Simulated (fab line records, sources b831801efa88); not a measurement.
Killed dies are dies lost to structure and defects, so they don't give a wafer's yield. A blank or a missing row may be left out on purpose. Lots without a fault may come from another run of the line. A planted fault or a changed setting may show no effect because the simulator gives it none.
Which tool did it? | flow gf180mcu | 24 lots, 72 wafers sampled, at 6 steps of a route of 602

WHAT THE GAUGES READ, wafer by wafer
GF_VT_IMPLANT_TW_MEAS_21.
lot  | measured     | on            | VT_IMPLANT_2_TW
L074 | day 6 04:34  | film_metro-04 | 1222 1211 1217
L075 | day 6 08:48  | film_metro-03 | 1209 1206 1201
L076 | day 6 16:43  | film_metro-04 | 1225 1219 1216
L077 | day 6 22:30  | film_metro-03 | 1204 1200 1194
L078 | day 7 07:19  | film_metro-04 | 1202 1210 1208
L079 | day 7 12:29  | film_metro-02 | 1206 1206 1213
L080 | day 7 17:37  | film_metro-02 | 1194 1201 1209
L081 | day 8 00:32  | film_metro-03 | 1210 1218 1222
L082 | day 8 06:34  | film_metro-03 | 1209 1217 1213
L083 | day 8 14:53  | film_metro-02 | 1194 1195 1196
L084 | day 8 19:34  | film_metro-04 | 1210 1206 1202
L085 | day 9 03:22  | film_metro-04 | 1214 1215 1215
L086 | day 9 08:40  | film_metro-04 | 1209 1211 1209
L087 | day 9 13:21  | film_metro-04 | 1214 1215 1211
L088 | day 9 23:19  | film_metro-04 | 1215 1216 1208
L089 | day 10 09:49 | film_metro-03 | 1210 1212 1215
L090 | day 10 10:07 | film_metro-02 | 1198 1200 1201
L091 | day 10 19:18 | film_metro-03 | 1217 1210 1210
L092 | day 10 23:22 | film_metro-03 | 1210 1211 1202
L093 | day 11 05:22 | film_metro-03 | 1209 1209 1215
L094 | day 11 13:19 | film_metro-03 | 1215 1221 1212
L095 | day 11 17:38 | film_metro-04 | 1198 1198 1201
L096 | day 12 01:31 | film_metro-03 | 1214 1211 1214
L097 | day 12 07:03 | film_metro-04 | 1211 1209 1208

GF_V4_CD_MEAS_14: target cd 260 nm.
lot  | measured     | on        | cd_nm (nm)
L074 | day 24 04:26 | cd_sem-02 | 258.9 258.2 257.6
L075 | day 24 10:25 | cd_sem-01 | 259.6 261.7 259.2
L076 | day 24 20:40 | cd_sem-02 | 259.7 259.7 260.0
L077 | day 25 05:56 | cd_sem-02 | 259.9 259.9 258.9
L078 | day 25 22:41 | cd_sem-02 | 259.8 259.2 259.4
L079 | day 26 02:34 | cd_sem-02 | 262.8 263.0 263.6
L080 | day 26 09:43 | cd_sem-02 | 257.7 259.6 258.8
L081 | day 26 21:16 | cd_sem-02 | 260.8 260.1 260.9
L082 | day 27 01:35 | cd_sem-02 | 260.0 259.3 259.2
L083 | day 27 06:29 | cd_sem-01 | 260.6 259.6 261.3
L084 | day 27 19:14 | cd_sem-01 | 259.9 261.2 261.0
L085 | day 28 03:37 | cd_sem-01 | 260.1 261.0 259.2
L086 | day 28 07:13 | cd_sem-01 | 259.0 258.0 259.1
L087 | day 28 14:04 | cd_sem-01 | 259.9 260.9 261.1
L088 | day 28 22:32 | cd_sem-01 | 259.9 259.9 259.6
L089 | day 29 14:43 | cd_sem-02 | 262.8 261.5 263.5
L090 | day 30 04:07 | cd_sem-01 | 259.3 258.7 259.7
L091 | day 30 01:53 | cd_sem-01 | 259.5 258.4 259.5
L092 | day 30 03:19 | cd_sem-01 | 260.1 262.4 261.2
L093 | day 30 10:34 | cd_sem-01 | 259.3 258.8 259.7
L094 | day 30 17:04 | cd_sem-01 | 261.6 261.5 262.1
L095 | day 30 17:46 | cd_sem-02 | 258.2 259.3 259.0
L096 | day 31 03:10 | cd_sem-01 | 258.6 258.5 258.2
L097 | day 31 05:22 | cd_sem-01 | 259.5 259.3 259.4

GF_PASSIVATION_BOW_MEAS_14.
lot  | measured     | on            | PASSIVATION_BOW (um)
L074 | day 28 21:07 | film_metro-04 | 134 144 140
L075 | day 29 00:37 | film_metro-01 | 137 126 123
L076 | day 29 12:42 | film_metro-01 | 153 151 134
L077 | day 29 19:26 | film_metro-01 | 124 142 140
L078 | day 30 11:13 | film_metro-04 | 132 124 115
L079 | day 30 13:10 | film_metro-04 | 141 144 142
L080 | day 30 19:46 | film_metro-02 | 120 144 127
L081 | day 31 03:58 | film_metro-02 | 151 151 140
L082 | day 31 09:22 | film_metro-01 | 122 133 126
L083 | day 31 13:01 | film_metro-04 | 144 125 133
L084 | day 31 22:59 | film_metro-02 | 133 135 122
L085 | day 32 07:01 | film_metro-04 | 137 137 126
L086 | day 32 10:41 | film_metro-02 | 139 134 132
L087 | day 32 16:17 | film_metro-04 | 125 150 134
L088 | day 32 23:37 | film_metro-01 | 139 149 144
L089 | day 33 12:54 | film_metro-01 | 144 148 147
L090 | day 34 02:13 | film_metro-01 | 105 124 115
L091 | day 33 22:41 | film_metro-01 | 140 143 141
L092 | day 33 23:55 | film_metro-04 | 150 141 158
L093 | day 34 05:16 | film_metro-01 | 133 126 145
L094 | day 34 11:19 | film_metro-01 | 127 135 135
L095 | day 34 12:40 | film_metro-02 | 134 142 132
L096 | day 34 19:56 | film_metro-04 | 137 136 141
L097 | day 34 21:59 | film_metro-01 | 136 131 138

WHICH TOOL RAN EACH LOT (tool, then ch and the chambers of the sampled wafers, then the start)
lot  | GF_M2_METAL_ETCH_16               | GF_V2_CMP_04                  | GF_MIM_STRIP_20
L074 | rie_metal-01 ch 0,1, day 18 23:41 | cmp-02 ch 0,1,3, day 19 00:37 | plasma_asher-04 ch 0, day 25 04:55
L075 | rie_metal-02 ch 0,1, day 19 06:29 | cmp-01 ch 1,3, day 19 07:27   | plasma_asher-03 ch 1, day 25 09:04
L076 | rie_metal-03 ch 0,1, day 19 17:48 | cmp-02 ch 1,2,3, day 19 18:50 | plasma_asher-04 ch 0, day 25 22:40
L077 | rie_metal-03 ch 0,1, day 20 03:13 | cmp-01 ch 0,1,2, day 20 04:11 | plasma_asher-04 ch 0,1, day 26 05:19
L078 | rie_metal-03 ch 0,1, day 20 19:23 | cmp-01 ch 0,1, day 20 20:19   | plasma_asher-04 ch 0,1, day 26 21:56
L079 | rie_metal-01 ch 0,1, day 21 03:12 | cmp-01 ch 0,1,2, day 21 04:10 | plasma_asher-03 ch 0,1, day 27 01:08
L080 | rie_metal-01 ch 0,1, day 21 10:59 | cmp-01 ch 0,1,2, day 21 11:59 | plasma_asher-03 ch 0,1, day 27 08:59
L081 | rie_metal-02 ch 1, day 21 19:04   | cmp-02 ch 0,1,3, day 21 20:11 | plasma_asher-04 ch 0,1, day 27 19:26
L082 | rie_metal-01 ch 0, day 22 02:59   | cmp-02 ch 0,2,3, day 22 04:02 | plasma_asher-03 ch 0,1, day 27 23:50
L083 | rie_metal-03 ch 1, day 22 11:23   | cmp-02 ch 2,3, day 22 12:38   | plasma_asher-02 ch 0,1, day 28 04:59
L084 | rie_metal-01 ch 0, day 22 19:37   | cmp-01 ch 1,2, day 22 21:05   | plasma_asher-04 ch 0,1, day 28 16:44
L085 | rie_metal-02 ch 0, day 23 09:55   | cmp-01 ch 1,2,3, day 23 10:56 | plasma_asher-02 ch 0,1, day 29 00:40
L086 | rie_metal-02 ch 0,1, day 23 14:07 | cmp-01 ch 0,2,3, day 23 15:11 | plasma_asher-02 ch 0,1, day 29 04:35
L087 | rie_metal-02 ch 0,1, day 23 19:23 | cmp-02 ch 0,1, day 23 20:18   | plasma_asher-03 ch 0,1, day 29 10:52
L088 | rie_metal-01 ch 0,1, day 24 09:14 | cmp-01 ch 0,2,3, day 24 10:15 | plasma_asher-04 ch 1, day 29 19:20
L089 | rie_metal-03 ch 0,1, day 25 01:39 | cmp-01 ch 1,2,3, day 25 02:34 | plasma_asher-02 ch 0,1, day 30 11:01
L090 | rie_metal-01 ch 0,1, day 25 00:23 | cmp-01 ch 0,1,2, day 25 02:16 | plasma_asher-02 ch 0,1, day 31 00:32
L091 | rie_metal-03 ch 0,1, day 25 14:17 | cmp-02 ch 0,1,2, day 25 15:19 | plasma_asher-02 ch 0,1, day 30 21:53
L092 | rie_metal-02 ch 0,1, day 25 16:42 | cmp-02 ch 0,1,2, day 25 17:46 | plasma_asher-04 ch 0,1, day 30 23:08
L093 | rie_metal-01 ch 0,1, day 26 00:03 | cmp-01 ch 0,1,2, day 26 01:10 | plasma_asher-03 ch 0,1, day 31 05:44
L094 | rie_metal-01 ch 1, day 26 07:09   | cmp-02 ch 1,2, day 26 08:12   | plasma_asher-03 ch 0,1, day 31 11:50
L095 | rie_metal-03 ch 0,1, day 26 08:18 | cmp-02 ch 0,2,3, day 26 09:15 | plasma_asher-03 ch 0,1, day 31 13:11
L096 | rie_metal-02 ch 0, day 26 20:30   | cmp-01 ch 2,3, day 26 21:31   | plasma_asher-03 ch 0,1, day 31 22:14
L097 | rie_metal-01 ch 0,1, day 26 23:09 | cmp-02 ch 0,1,3, day 27 00:10 | plasma_asher-03 ch 0,1, day 32 00:28
- GF_M2_METAL_ETCH_16: etches the open film in Cl2/BCl3, stops on SiO2, target depth 750.8 nm, time 125.1 s.
- GF_V2_CMP_04: polishes SiO2.
- GF_MIM_STRIP_20: strips in O2/N2.

WHAT THE TOOLS THEMSELVES READ (means of the sampled wafers that have a number; where no wafer has one, the mark that the record gives instead)
GF_M2_METAL_ETCH_16.
lot  | tool         | drypump_motor_current_A (A) | oes_product_au (a.u.) | throttle_valve_pct (%)
L074 | rie_metal-01 | 5.9                         | 0.982                 | 28.228
L075 | rie_metal-02 | 6.2                         | 0.983                 | 28.242
L076 | rie_metal-03 | 5.2                         | 0.982                 | 28.234
L077 | rie_metal-03 | 5.2                         | 0.992                 | 28.226
L078 | rie_metal-03 | 5.2                         | 0.992                 | 28.226
L079 | rie_metal-01 | 5.6                         | 0.986                 | 28.228
L080 | rie_metal-01 | 5.6                         | 0.989                 | 28.232
L081 | rie_metal-02 | 6.3                         | 0.988                 | 28.234
L082 | rie_metal-01 | 6.1                         | 0.985                 | 28.240
L083 | rie_metal-03 | 5.1                         | 0.988                 | 28.232
L084 | rie_metal-01 | 6.1                         | 0.977                 | 28.246
L085 | rie_metal-02 | 6.0                         | 0.970                 | 28.248
L086 | rie_metal-02 | 6.2                         | 0.982                 | 28.239
L087 | rie_metal-02 | 6.2                         | 0.982                 | 28.240
L088 | rie_metal-01 | 5.6                         | 0.989                 | 28.231
L089 | rie_metal-03 | 5.2                         | 0.996                 | 28.223
L090 | rie_metal-01 | 5.9                         | 0.991                 | 28.239
L091 | rie_metal-03 | 5.1                         | 0.996                 | 28.229
L092 | rie_metal-02 | 6.2                         | 0.978                 | 28.244
L093 | rie_metal-01 | 5.9                         | 0.985                 | 28.240
L094 | rie_metal-01 | 5.4                         | 0.987                 | 28.227
L095 | rie_metal-03 | 5.2                         | 0.995                 | 28.240
L096 | rie_metal-02 | 6.0                         | 0.970                 | 28.248
L097 | rie_metal-01 | 5.6                         | 0.989                 | 28.231

GF_V2_CMP_04.
lot  | tool   | motor_current_A (A) | time_to_endpoint_s (s)
L074 | cmp-02 | 12.7                | 85
L075 | cmp-01 | 11.3                | 77
L076 | cmp-02 | 13.3                | 81
L077 | cmp-01 | 10.8                | 86
L078 | cmp-01 | 10.9                | 85
L079 | cmp-01 | 10.7                | 79
L080 | cmp-01 | 10.7                | 80
L081 | cmp-02 | 12.4                | 77
L082 | cmp-02 | 13.0                | 78
L083 | cmp-02 | 14.5                | 81
L084 | cmp-01 | 10.1                | 82
L085 | cmp-01 | 11.1                | 84
L086 | cmp-01 | 11.2                | 85
L087 | cmp-02 | 11.3                | 77
L088 | cmp-01 | 11.7                | 83
L089 | cmp-01 | 11.0                | 75
L090 | cmp-01 | 10.5                | 80
L091 | cmp-02 | 11.8                | 79
L092 | cmp-02 | 11.7                | 74
L093 | cmp-01 | 10.7                | 78
L094 | cmp-02 | 13.1                | 83
L095 | cmp-02 | 13.1                | 80
L096 | cmp-01 | 11.4                | 82
L097 | cmp-02 | 12.5                | 80

GF_MIM_STRIP_20.
lot  | tool            | drypump_motor_current_A (A) | heater_power_w (W) | n2_flow_sccm (sccm) | oes_product_au (a.u.) | strip_time_to_endpoint_s (s)
L074 | plasma_asher-04 | 5.8                         | 434                | 301.1               | 0.694                 | 11.28
L075 | plasma_asher-03 | 6.6                         | 299                | 300.3               | 0.693                 | 11.23
L076 | plasma_asher-04 | 5.8                         | 432                | 300.0               | 0.694                 | 11.25
L077 | plasma_asher-04 | 5.9                         | 339                | 300.2               | 0.690                 | 11.20
L078 | plasma_asher-04 | 5.8                         | 383                | 299.7               | 0.694                 | 11.23
L079 | plasma_asher-03 | 6.5                         | 290                | 300.0               | 0.692                 | 11.26
L080 | plasma_asher-03 | 6.5                         | 298                | 299.8               | 0.692                 | 11.21
L081 | plasma_asher-04 | 5.9                         | 338                | 300.6               | 0.695                 | 11.24
L082 | plasma_asher-03 | 6.5                         | 294                | 299.7               | 0.693                 | 11.22
L083 | plasma_asher-02 | 5.8                         | 340                | 300.1               | 0.693                 | 11.20
L084 | plasma_asher-04 | 5.9                         | 339                | 300.3               | 0.695                 | 11.25
L085 | plasma_asher-02 | 5.6                         | 350                | 299.3               | 0.692                 | 11.28
L086 | plasma_asher-02 | 5.9                         | 336                | 299.8               | 0.693                 | 11.29
L087 | plasma_asher-03 | 6.5                         | 288                | 299.8               | 0.697                 | 11.29
L088 | plasma_asher-04 | 5.9                         | 295                | 299.4               | 0.693                 | 11.25
L089 | plasma_asher-02 | 5.6                         | 354                | 299.9               | 0.691                 | 11.21
L090 | plasma_asher-02 | 5.8                         | 340                | 299.7               | 0.694                 | 11.24
L091 | plasma_asher-02 | 5.5                         | 349                | 299.2               | 0.691                 | 11.21
L092 | plasma_asher-04 | 5.8                         | 389                | 300.4               | 0.694                 | 11.21
L093 | plasma_asher-03 | 6.5                         | 293                | 301.1               | 0.687                 | 11.22
L094 | plasma_asher-03 | 6.6                         | 295                | 299.5               | 0.702                 | 11.26
L095 | plasma_asher-03 | 6.5                         | 297                | 299.3               | 0.692                 | 11.23
L096 | plasma_asher-03 | 6.5                         | 290                | 300.2               | 0.692                 | 11.21
L097 | plasma_asher-03 | 6.5                         | 294                | 299.6               | 0.692                 | 11.24

THE ANSWER, worked out from the rows above alone
Rule: what is usual is taken from the lots themselves. Put in order of their means at a reading, lots are off if they are a third of the lots or fewer, leave a main group of 4 or more, and stand apart from it by a gap of 3 or more times the standard deviation of the main group's means; of several such gaps the widest counts. A main group whose means are all the same, to the digits that the tables above print for the reading, isn't used. A lot without any number at a reading at which 4 lots or more have one is off too. The other lots that the step has rows for count as sound. The gauges are gone through in route order, then the tools' own readings, and for those a lot's mean is taken as printed above. The first step at which some lot is off is used, and at that step the reading that is off furthest; a lot without a number counts as furthest.
No lot is off at any reading shown: from this, nothing can be told.

WHAT THE SIMULATOR HAD PUT IN
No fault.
